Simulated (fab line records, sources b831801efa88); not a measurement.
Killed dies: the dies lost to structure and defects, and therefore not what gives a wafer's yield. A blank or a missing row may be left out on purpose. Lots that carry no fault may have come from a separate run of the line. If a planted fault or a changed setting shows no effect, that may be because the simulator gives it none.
Tool commonality check || flow sfq_line || Lots sampled 15, wafers sampled 45

== WHAT PROMPTED THE OPENING ==
At SFQ_M0_RS_MEAS_904 the reading M0_NB_RS is flagged on 3 of 15 lots. No-fault wafers: 0.889 ohm/sq, standard deviation 0.012.
Rule: flag the lot when none of its wafers has a number, or when each of its wafers that has one lies beyond 4 standard deviations from that mean. All remaining lots are regarded as sound.

{"lot": "L343", "measured": "day 6 22:50", "on": "film_metro-02", "M0_NB_RS (ohm/sq), wafer by wafer": "0.884 0.888 0.896", "flag": ""}
{"lot": "L344", "measured": "day 7 10:16", "on": "film_metro-02", "M0_NB_RS (ohm/sq), wafer by wafer": "0.863 0.878 0.870", "flag": ""}
{"lot": "L345", "measured": "day 7 14:13", "on": "film_metro-01", "M0_NB_RS (ohm/sq), wafer by wafer": "0.899 0.884 0.885", "flag": ""}
{"lot": "L346", "measured": "day 8 07:14", "on": "film_metro-02", "M0_NB_RS (ohm/sq), wafer by wafer": "0.893 0.868 0.897", "flag": ""}
{"lot": "L349", "measured": "day 9 02:40", "on": "film_metro-02", "M0_NB_RS (ohm/sq), wafer by wafer": "0.895 0.882 0.893", "flag": ""}
{"lot": "L350", "measured": "day 9 06:17", "on": "film_metro-02", "M0_NB_RS (ohm/sq), wafer by wafer": "0.908 0.902 0.912", "flag": ""}
{"lot": "L351", "measured": "day 9 10:28", "on": "film_metro-03", "M0_NB_RS (ohm/sq), wafer by wafer": "0.891 0.886 0.895", "flag": ""}
{"lot": "L352", "measured": "day 9 14:28", "on": "film_metro-01", "M0_NB_RS (ohm/sq), wafer by wafer": "0.892 0.875 0.899", "flag": ""}
{"lot": "L353", "measured": "day 9 19:17", "on": "film_metro-03", "M0_NB_RS (ohm/sq), wafer by wafer": "0.888 0.880 0.867", "flag": ""}
{"lot": "L356", "measured": "day 10 12:05", "on": "film_metro-03", "M0_NB_RS (ohm/sq), wafer by wafer": "0.769 0.774 0.760", "flag": "FLAGGED"}
{"lot": "L357", "measured": "day 10 20:56", "on": "film_metro-01", "M0_NB_RS (ohm/sq), wafer by wafer": "0.765 0.776 0.772", "flag": "FLAGGED"}
{"lot": "L358", "measured": "day 11 05:55", "on": "film_metro-01", "M0_NB_RS (ohm/sq), wafer by wafer": "0.775 0.779 0.772", "flag": "FLAGGED"}
{"lot": "L363", "measured": "day 13 22:25", "on": "film_metro-01", "M0_NB_RS (ohm/sq), wafer by wafer": "0.888 0.881 0.890", "flag": ""}
{"lot": "L365", "measured": "day 14 14:57", "on": "film_metro-03", "M0_NB_RS (ohm/sq), wafer by wafer": "0.885 0.876 0.876", "flag": ""}
{"lot": "L366", "measured": "day 14 22:09", "on": "film_metro-02", "M0_NB_RS (ohm/sq), wafer by wafer": "0.879 0.871 0.878", "flag": ""}
On average the flagged lots' numbers are 0.771 ohm/sq, which is -0.118 ohm/sq against the usual, or -10 standard deviations.

== EACH LOT AND THE TOOL IT RAN ON ==
The record keeps 1 process step preceding the reading, out of 325 steps on the route. Cell contents, in order: the tool; ch with the chambers the sampled wafers went through; the start.
{"lot": "L343", "flag": "", "SFQ_TRILAYER_M0_DEP_SPUTTER_019": "pvd_sputter-04, day 6 22:45"}
{"lot": "L344", "flag": "", "SFQ_TRILAYER_M0_DEP_SPUTTER_019": "pvd_sputter-05, day 7 10:09"}
{"lot": "L345", "flag": "", "SFQ_TRILAYER_M0_DEP_SPUTTER_019": "pvd_sputter-06, day 7 14:08"}
{"lot": "L346", "flag": "", "SFQ_TRILAYER_M0_DEP_SPUTTER_019": "pvd_sputter-05, day 8 07:08"}
{"lot": "L349", "flag": "", "SFQ_TRILAYER_M0_DEP_SPUTTER_019": "pvd_sputter-06, day 9 02:34"}
{"lot": "L350", "flag": "", "SFQ_TRILAYER_M0_DEP_SPUTTER_019": "pvd_sputter-04, day 9 06:11"}
{"lot": "L351", "flag": "", "SFQ_TRILAYER_M0_DEP_SPUTTER_019": "pvd_sputter-06, day 9 10:22"}
{"lot": "L352", "flag": "", "SFQ_TRILAYER_M0_DEP_SPUTTER_019": "pvd_sputter-06, day 9 14:23"}
{"lot": "L353", "flag": "", "SFQ_TRILAYER_M0_DEP_SPUTTER_019": "pvd_sputter-05, day 9 19:11"}
{"lot": "L356", "flag": "FLAGGED", "SFQ_TRILAYER_M0_DEP_SPUTTER_019": "pvd_sputter-04, day 10 11:59"}
{"lot": "L357", "flag": "FLAGGED", "SFQ_TRILAYER_M0_DEP_SPUTTER_019": "pvd_sputter-04, day 10 20:49"}
{"lot": "L358", "flag": "FLAGGED", "SFQ_TRILAYER_M0_DEP_SPUTTER_019": "pvd_sputter-04, day 11 05:49"}
{"lot": "L363", "flag": "", "SFQ_TRILAYER_M0_DEP_SPUTTER_019": "pvd_sputter-04, day 13 22:19"}
{"lot": "L365", "flag": "", "SFQ_TRILAYER_M0_DEP_SPUTTER_019": "pvd_sputter-05, day 14 14:50"}
{"lot": "L366", "flag": "", "SFQ_TRILAYER_M0_DEP_SPUTTER_019": "pvd_sputter-05, day 14 22:02"}
What is done by these steps:
- SFQ_TRILAYER_M0_DEP_SPUTTER_019: material Nb, target thk 200 nm, time 133.3 s.
- SFQ_M0_RS_MEAS_904: measures by four-point-probe.

== FLAGGED AGAINST TOTAL, ONE TOOL AT A TIME (gauges that did the reading follow at the end) ==
{"step": "SFQ_TRILAYER_M0_DEP_SPUTTER_019", "tool": "pvd_sputter-04", "lots run": 6, "flagged": 3, "share of the flagged lots": "all", "sound lots run after its first flagged lot": "1 (L363)"}
{"step": "SFQ_TRILAYER_M0_DEP_SPUTTER_019", "tool": "pvd_sputter-05", "lots run": 5, "flagged": 0, "share of the flagged lots": "none", "sound lots run after its first flagged lot": "-"}
{"step": "SFQ_TRILAYER_M0_DEP_SPUTTER_019", "tool": "pvd_sputter-06", "lots run": 4, "flagged": 0, "share of the flagged lots": "none", "sound lots run after its first flagged lot": "-"}
{"step": "SFQ_M0_RS_MEAS_904", "tool": "film_metro-01", "lots run": 5, "flagged": 2, "share of the flagged lots": "some", "sound lots run after its first flagged lot": "1 (L363)"}
{"step": "SFQ_M0_RS_MEAS_904", "tool": "film_metro-02", "lots run": 6, "flagged": 0, "share of the flagged lots": "none", "sound lots run after its first flagged lot": "-"}
{"step": "SFQ_M0_RS_MEAS_904", "tool": "film_metro-03", "lots run": 4, "flagged": 1, "share of the flagged lots": "some", "sound lots run after its first flagged lot": "1 (L365)"}

== WHAT THE TABLE PERMITS ==
All flagged lots share 1 row of the table, namely pvd_sputter-04 at SFQ_TRILAYER_M0_DEP_SPUTTER_019.
- pvd_sputter-04 at SFQ_TRILAYER_M0_DEP_SPUTTER_019 ran 6 lots, 3 of them flagged. Lots that were sound ran on it after the first flagged one (L363); a persistent fault on the entire tool would not allow that. Its own readings (cathode_dc_power_W) fall more than 4 standard deviations out on all wafers of the flagged lots.
No row of the table ran every flagged lot and no sound lot after the first.

== WHAT THE SIMULATOR PUT IN ==
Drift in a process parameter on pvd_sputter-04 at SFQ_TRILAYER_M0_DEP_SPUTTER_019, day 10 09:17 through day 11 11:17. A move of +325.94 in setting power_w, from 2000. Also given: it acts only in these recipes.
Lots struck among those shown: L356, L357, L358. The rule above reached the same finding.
